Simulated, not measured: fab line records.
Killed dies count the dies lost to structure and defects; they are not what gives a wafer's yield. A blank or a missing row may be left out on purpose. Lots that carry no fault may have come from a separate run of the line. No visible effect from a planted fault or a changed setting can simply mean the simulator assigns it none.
The tool behind it: which one? / flow sky130 / Sampling: 13 lots, 39 wafers, 5 of 708 route steps

WHAT EACH GAUGE READ, for each wafer
SKY_SONOS_TUNNEL_CD_MEAS_07: the cd target is 410 nm.
lot=L388; measured=day 11 15:44; on=cdSem-01; cdNm (nm)=411.1 411.1 410.8
lot=L389; measured=day 11 18:57; on=cdSem-02; cdNm (nm)=408.1 406.3 404.2
lot=L391; measured=day 12 07:41; on=cdSem-02; cdNm (nm)=412.4 412.1 410.1
lot=L392; measured=day 12 19:40; on=cdSem-02; cdNm (nm)=409.3 407.1 408.6
lot=L393; measured=day 12 22:32; on=cdSem-01; cdNm (nm)=410.3 409.8 410.2
lot=L394; measured=day 13 07:26; on=cdSem-02; cdNm (nm)=408.0 408.3 407.7
lot=L395; measured=day 13 15:20; on=cdSem-01; cdNm (nm)=408.1 408.3 406.0
lot=L397; measured=day 14 09:14; on=cdSem-01; cdNm (nm)=412.1 408.6 411.2
lot=L405; measured=day 16 22:30; on=cdSem-01; cdNm (nm)=420.8 420.4 421.4
lot=L406; measured=day 17 13:02; on=cdSem-01; cdNm (nm)=418.5 415.8 417.3
lot=L408; measured=day 18 06:37; on=cdSem-02; cdNm (nm)=406.3 405.5 404.6
lot=L410; measured=day 18 16:50; on=cdSem-01; cdNm (nm)=411.3 412.1 411.0
lot=L411; measured=day 20 07:18; on=cdSem-01; cdNm (nm)=410.1 411.4 412.0

SKY_LDD_HVN_OVL_MEAS_07.
lot=L388; measured=day 20 13:44; on=overlay-02; LDD_HVN_OVL (nm)=1.1 2.1 2.2
lot=L389; measured=day 20 19:11; on=overlay-02; LDD_HVN_OVL (nm)=0.0 -1.1 -1.6
lot=L391; measured=day 21 08:23; on=overlay-02; LDD_HVN_OVL (nm)=-1.0 -0.6 -3.0
lot=L392; measured=day 21 22:56; on=overlay-01; LDD_HVN_OVL (nm)=2.1 2.8 1.9
lot=L393; measured=day 22 08:24; on=overlay-02; LDD_HVN_OVL (nm)=-0.4 -1.2 1.6
lot=L394; measured=day 22 12:47; on=overlay-01; LDD_HVN_OVL (nm)=1.1 -2.2 -0.6
lot=L395; measured=day 23 02:56; on=overlay-01; LDD_HVN_OVL (nm)=1.9 0.3 1.8
lot=L397; measured=day 23 18:50; on=overlay-01; LDD_HVN_OVL (nm)=-0.7 -2.4 -1.2
lot=L405; measured=day 26 09:53; on=overlay-02; LDD_HVN_OVL (nm)=1.6 0.8 2.9
lot=L406; measured=day 27 01:56; on=overlay-01; LDD_HVN_OVL (nm)=-1.3 -0.9 -1.1
lot=L408; measured=day 27 17:02; on=overlay-02; LDD_HVN_OVL (nm)=-0.1 -0.6 -0.3
lot=L410; measured=day 28 15:26; on=overlay-02; LDD_HVN_OVL (nm)=0.8 -0.9 -2.1
lot=L411; measured=day 29 09:42; on=overlay-01; LDD_HVN_OVL (nm)=1.0 -0.1 1.5

SKY_METAL1_CD_MEAS_15: the cd target is 140 nm.
lot=L388; measured=day 33 11:27; on=cdSem-02; cdNm (nm)=138.6 139.8 140.2
lot=L389; measured=day 33 13:07; on=cdSem-02; cdNm (nm)=139.8 139.7 139.5
lot=L391; measured=day 33 16:08; on=cdSem-01; cdNm (nm)=138.0 139.1 139.5
lot=L392; measured=day 34 03:56; on=cdSem-01; cdNm (nm)=140.9 140.5 141.8
lot=L393; measured=day 34 11:38; on=cdSem-01; cdNm (nm)=140.5 141.3 140.9
lot=L394; measured=day 34 17:20; on=cdSem-02; cdNm (nm)=137.7 136.6 136.7
lot=L395; measured=day 35 02:44; on=cdSem-01; cdNm (nm)=140.4 141.0 140.4
lot=L397; measured=day 35 17:35; on=cdSem-02; cdNm (nm)=141.0 142.0 140.1
lot=L405; measured=day 38 01:31; on=cdSem-01; cdNm (nm)=138.6 139.5 136.9
lot=L406; measured=day 38 15:17; on=cdSem-01; cdNm (nm)=142.0 141.1 142.1
lot=L408; measured=day 39 08:35; on=cdSem-01; cdNm (nm)=138.9 138.9 139.6
lot=L410; measured=day 40 00:20; on=cdSem-01; cdNm (nm)=140.2 139.3 140.2
lot=L411; measured=day 40 15:47; on=cdSem-01; cdNm (nm)=139.0 139.8 140.8

WHAT TOOL EACH LOT RAN ON (gives the tool, then ch and the chambers of the sampled wafers, and finally the start)
lot=L388; SKY_SONOS_TUNNEL_COAT_02=lithoTrack-03 ch 0, day 11 03:29; SKY_CONTACT_CVD_24=cvdW-02 ch 1, day 32 07:47
lot=L389; SKY_SONOS_TUNNEL_COAT_02=lithoTrack-03 ch 0, day 11 06:33; SKY_CONTACT_CVD_24=cvdW-02 ch 0,1, day 32 08:25
lot=L391; SKY_SONOS_TUNNEL_COAT_02=lithoTrack-02 ch 0, day 11 20:02; SKY_CONTACT_CVD_24=cvdW-01 ch 1, day 32 11:53
lot=L392; SKY_SONOS_TUNNEL_COAT_02=lithoTrack-03 ch 0, day 12 06:44; SKY_CONTACT_CVD_24=cvdW-01 ch 0,1, day 33 00:34
lot=L393; SKY_SONOS_TUNNEL_COAT_02=lithoTrack-03 ch 0, day 12 09:57; SKY_CONTACT_CVD_24=cvdW-02 ch 0,1, day 33 08:04
lot=L394; SKY_SONOS_TUNNEL_COAT_02=lithoTrack-01 ch 0, day 12 19:02; SKY_CONTACT_CVD_24=cvdW-01 ch 0,1, day 33 14:38
lot=L395; SKY_SONOS_TUNNEL_COAT_02=lithoTrack-02 ch 0, day 13 02:53; SKY_CONTACT_CVD_24=cvdW-02 ch 0,1, day 34 00:43
lot=L397; SKY_SONOS_TUNNEL_COAT_02=lithoTrack-01 ch 0, day 13 20:41; SKY_CONTACT_CVD_24=cvdW-01 ch 0,1, day 34 15:50
lot=L405; SKY_SONOS_TUNNEL_COAT_02=lithoTrack-02 ch 0, day 16 07:46; SKY_CONTACT_CVD_24=cvdW-02 ch 0,1, day 36 22:59
lot=L406; SKY_SONOS_TUNNEL_COAT_02=lithoTrack-02 ch 0, day 16 22:05; SKY_CONTACT_CVD_24=cvdW-02 ch 0,1, day 37 13:03
lot=L408; SKY_SONOS_TUNNEL_COAT_02=lithoTrack-03 ch 0, day 17 15:32; SKY_CONTACT_CVD_24=cvdW-02 ch 0,1, day 38 06:47
lot=L410; SKY_SONOS_TUNNEL_COAT_02=lithoTrack-03 ch 0, day 18 01:44; SKY_CONTACT_CVD_24=cvdW-02 ch 1, day 38 22:56
lot=L411; SKY_SONOS_TUNNEL_COAT_02=lithoTrack-03 ch 0, day 19 15:53; SKY_CONTACT_CVD_24=cvdW-01 ch 0,1, day 39 14:46
- SKY_SONOS_TUNNEL_COAT_02: resist thk 1140 nm.
- SKY_CONTACT_CVD_24: deposits W, target thk 340 nm, time 102.12 s.

WHAT THE TOOLS THEMSELVES READ (means of the sampled wafers that have a number; where no wafer has one, the mark that the record gives instead)
SKY_SONOS_TUNNEL_COAT_02.
lot=L388; tool=lithoTrack-03; spinSpeedRpm (rpm)=3002.1
lot=L389; tool=lithoTrack-03; spinSpeedRpm (rpm)=3001.1
lot=L391; tool=lithoTrack-02; spinSpeedRpm (rpm)=3001.7
lot=L392; tool=lithoTrack-03; spinSpeedRpm (rpm)=2999.0
lot=L393; tool=lithoTrack-03; spinSpeedRpm (rpm)=2999.3
lot=L394; tool=lithoTrack-01; spinSpeedRpm (rpm)=2997.6
lot=L395; tool=lithoTrack-02; spinSpeedRpm (rpm)=2997.1
lot=L397; tool=lithoTrack-01; spinSpeedRpm (rpm)=2998.2
lot=L405; tool=lithoTrack-02; spinSpeedRpm (rpm)=3001.6
lot=L406; tool=lithoTrack-02; spinSpeedRpm (rpm)=2999.9
lot=L408; tool=lithoTrack-03; spinSpeedRpm (rpm)=3000.6
lot=L410; tool=lithoTrack-03; spinSpeedRpm (rpm)=2999.4
lot=L411; tool=lithoTrack-03; spinSpeedRpm (rpm)=3000.9

SKY_CONTACT_CVD_24.
lot=L388; tool=cvdW-02; heaterPowerW (W)=828
lot=L389; tool=cvdW-02; heaterPowerW (W)=946
lot=L391; tool=cvdW-01; heaterPowerW (W)=823
lot=L392; tool=cvdW-01; heaterPowerW (W)=876
lot=L393; tool=cvdW-02; heaterPowerW (W)=958
lot=L394; tool=cvdW-01; heaterPowerW (W)=837
lot=L395; tool=cvdW-02; heaterPowerW (W)=966
lot=L397; tool=cvdW-01; heaterPowerW (W)=865
lot=L405; tool=cvdW-02; heaterPowerW (W)=952
lot=L406; tool=cvdW-02; heaterPowerW (W)=911
lot=L408; tool=cvdW-02; heaterPowerW (W)=906
lot=L410; tool=cvdW-02; heaterPowerW (W)=853
lot=L411; tool=cvdW-01; heaterPowerW (W)=847

THE ANSWER, worked out from the rows above alone
Rule: the lots themselves supply what counts as usual. The widest of any qualifying gaps counts: lots, ordered by their means at a reading, are off when they make up no more than a third of the lots, leave a main group of 4 or more, and stand apart from it by 3 or more times the standard deviation of that group's means. If all means in a main group match to the digits the tables above print for the reading, that group is not used. Also off: a lot with no number at a reading for which 4 or more lots have one. The other lots that the step has rows for count as sound. Order of review: gauges by route order, followed by the tools' own readings, for which a lot's mean as printed above is used. At the first step where some lot is off, the reading lying furthest off is the one used; lots without a number count as furthest.
Nothing can be told from this: no lot is off at any reading shown.

WHAT THE SIMULATOR PUT IN
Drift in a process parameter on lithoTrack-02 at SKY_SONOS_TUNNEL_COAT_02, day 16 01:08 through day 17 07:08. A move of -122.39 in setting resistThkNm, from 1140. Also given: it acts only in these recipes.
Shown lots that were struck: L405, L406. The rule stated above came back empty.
